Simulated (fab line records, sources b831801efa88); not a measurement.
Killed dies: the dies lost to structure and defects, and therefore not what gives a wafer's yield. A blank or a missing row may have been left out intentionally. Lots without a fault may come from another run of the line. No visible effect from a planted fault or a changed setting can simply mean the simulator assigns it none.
Lot-split experiment | flow gf180mcu | route with 602 steps; 5 lots, 23 wafers read

## ABOUT THE SPLIT
At GF_SALICIDE_SPUTTER_03 (material TiN, target thk 20 nm, time 16.7 s), the setting power_w was moved away from the recipe's 6500 W on 10 of the 23 wafers read, by -7.0% to +8.2%. The other wafers ran this setting at the recipe's value.

No step appears in the file between the split and the reading.

## THE READING
SALICIDE_TIN_THK, in nm, at GF_SALICIDE_THK_MEAS_05 (measures by xrf). A value of 20.00 nm with a standard deviation of 0.25 nm is what fault-free wafers of this fab line usually give.

wafer  | tool, chamber at the split | power_w as run, W | against the recipe | SALICIDE_TIN_THK, nm | against lot-mates on the recipe
L076.1 | pvd_sputter-03, -          | 6048              | -7.0%              | 18.71                | -1.54
L076.2 | pvd_sputter-03, -          | 6048              | -7.0%              | 18.72                | -1.53
L076.3 | pvd_sputter-03, -          | 6500              | recipe             | 20.34                | -
L076.4 | pvd_sputter-03, -          | 6500              | recipe             | 20.16                | -
L076.5 | pvd_sputter-03, -          | 6048              | -7.0%              | 18.74                | -1.51
L078.2 | pvd_sputter-04, -          | 6500              | recipe             | 19.93                | -
L078.3 | pvd_sputter-04, -          | 6173              | -5.0%              | 18.97                | -1.12
L078.4 | pvd_sputter-04, -          | 6173              | -5.0%              | 19.42                | -0.67
L078.5 | pvd_sputter-04, -          | 6500              | recipe             | 20.22                | -
L078.6 | pvd_sputter-04, -          | 6500              | recipe             | 20.12                | -
L079.1 | pvd_sputter-03, -          | 6500              | recipe             | 20.29                | -
L079.4 | pvd_sputter-03, -          | 6500              | recipe             | 20.19                | -
L079.5 | pvd_sputter-03, -          | 6500              | recipe             | 20.23                | -
L082.1 | pvd_sputter-03, -          | 6500              | recipe             | 19.62                | -
L082.2 | pvd_sputter-03, -          | 6500              | recipe             | 19.81                | -
L082.3 | pvd_sputter-03, -          | 7030              | +8.2%              | 21.60                | +1.83
L082.5 | pvd_sputter-03, -          | 7030              | +8.2%              | 21.26                | +1.49
L082.6 | pvd_sputter-03, -          | 6500              | recipe             | 19.89                | -
L084.1 | pvd_sputter-01, -          | 6500              | recipe             | 19.83                | -
L084.2 | pvd_sputter-01, -          | 6720              | +3.4%              | 20.47                | +0.71
L084.4 | pvd_sputter-01, -          | 6500              | recipe             | 19.69                | -
L084.5 | pvd_sputter-01, -          | 6720              | +3.4%              | 20.17                | +0.41
L084.6 | pvd_sputter-01, -          | 6720              | +3.4%              | 20.32                | +0.56

FIT RESULTS
A straight line over all 23 wafers: SALICIDE_TIN_THK changes by +0.169 nm for each +1% of power_w; r = +0.95; the points scatter about the line by 0.23 nm.
The same after taking each lot's own level away (the mean of its wafers on the recipe; 23 wafers): +0.202 nm for each +1%; r = +0.99; scatter 0.14 nm.
On that fit, the largest move of power_w shifts the reading by 1.7 nm.
The lots' own levels span 19.760 to 20.250 nm, that is 2.0 times the standard deviation above.
So the lot-to-lot level changes the slope: the two fits differ.
Check: for one of the wafers moved furthest among these (+8.2%), held out of the fit, the line's prediction against its lot-mates is +1.57 nm. Against them it came out at +1.83 nm.

## FURTHER SPLITS ON THESE WAFERS
Note: prior to the reading, these wafers also went through further splits. Each is held against what the fit with the lots' levels taken away leaves over:
other split on the same wafers      | wafers away from the commonest value | r with SALICIDE_TIN_THK (lot level and that fit taken away)
GF_HV_LDD_IMPLANT_09 energy_kev     | 4                                    | +0.33
GF_HV_LDD_STRIP_22 platen_temp_c    | 11                                   | +0.05
GF_HV_LDD_COAT_41 resist_thk_nm     | 5                                    | +0.38
GF_HV_LDD_DEVELOP_45 develop_time_s | 11                                   | +0.03
GF_NSD_EXPOSE_04 dose_mj            | 7                                    | -0.07
GF_NSD_IMPLANT_10 dose_cm2          | 4                                    | +0.19
GF_PSD_DEVELOP_06 develop_time_s    | 7                                    | +0.11

## THE WHOLE CHAIN: every reading that the file lists as answering this split, in the file's order
step                    | what it does                                | reading                                                                            | change (the file's fit)               | r (the file's)
GF_SALICIDE_SPUTTER_03  | material TiN, target thk 20 nm, time 16.7 s | TiN_of_SALICIDE_SPUTTER_03.thk_nm (the simulator's own value, which no gauge read) | +0.198 nm for each +1% of the setting | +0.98
GF_SALICIDE_THK_MEAS_05 | measures by xrf                             | SALICIDE_TIN_THK                                                                   | +0.201 for each +1% of the setting    | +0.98

## FILE'S OWN FIT
SALICIDE_TIN_THK changes by +0.201 nm for each +1% of power_w, r = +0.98.
